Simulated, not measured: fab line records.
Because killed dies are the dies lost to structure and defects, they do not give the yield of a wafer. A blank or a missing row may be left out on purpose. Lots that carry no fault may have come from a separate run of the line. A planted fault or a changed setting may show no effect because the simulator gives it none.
Which tool is to blame? | flow sky130 | route of 708 steps, sampled at 1 step: 12 lots, 36 wafers

WHAT THE GAUGES READ, wafer by wafer
SKY_FIELD_ISO_THK_MEAS_02.
lot  | measured    | on            | FIELD_ISO_OXIDATION_00_THK (nm)
L075 | day 1 17:41 | film-metro-02 | 12.39 12.23 12.39
L077 | day 2 04:05 | film-metro-03 | 12.07 12.10 11.97
L079 | day 2 12:56 | film-metro-03 | 12.38 12.11 12.27
L081 | day 3 00:16 | film-metro-02 | 11.78 12.06 11.96
L083 | day 3 08:39 | film-metro-02 | 11.76 11.98 12.02
L085 | day 3 23:16 | film-metro-02 | 11.92 11.84 11.80
L087 | day 4 05:41 | film-metro-02 | 12.03 12.20 12.42
L089 | day 4 15:23 | film-metro-02 | 11.86 12.14 12.04
L091 | day 5 01:05 | film-metro-02 | 11.84 11.74 11.86
L093 | day 5 13:51 | film-metro-02 | 12.04 11.91 11.97
L095 | day 5 22:31 | film-metro-02 | 12.01 11.80 12.15
L097 | day 6 08:19 | film-metro-02 | 11.94 11.92 11.94

TOOL THAT RAN EACH LOT (tool first, then ch and the chambers of the sampled wafers, then the start)
There is no process step in the record ahead of these readings.

THE ANSWER, worked out from the rows above alone
Rule: the usual values come from the lots themselves. The widest of any qualifying gaps counts: lots, ordered by their means at a reading, are off when they make up no more than a third of the lots, leave a main group of 4 or more, and stand apart from it by 3 or more times the standard deviation of that group's means. A main group is skipped when, at the precision printed for the reading in the tables above, its means are all equal. A lot without any number at a reading at which 4 lots or more have one is off too. The other lots that the step has rows for count as sound.
No lot is off on any of the readings shown, so nothing can be concluded from this.

WHAT THE SIMULATOR HAD INSERTED
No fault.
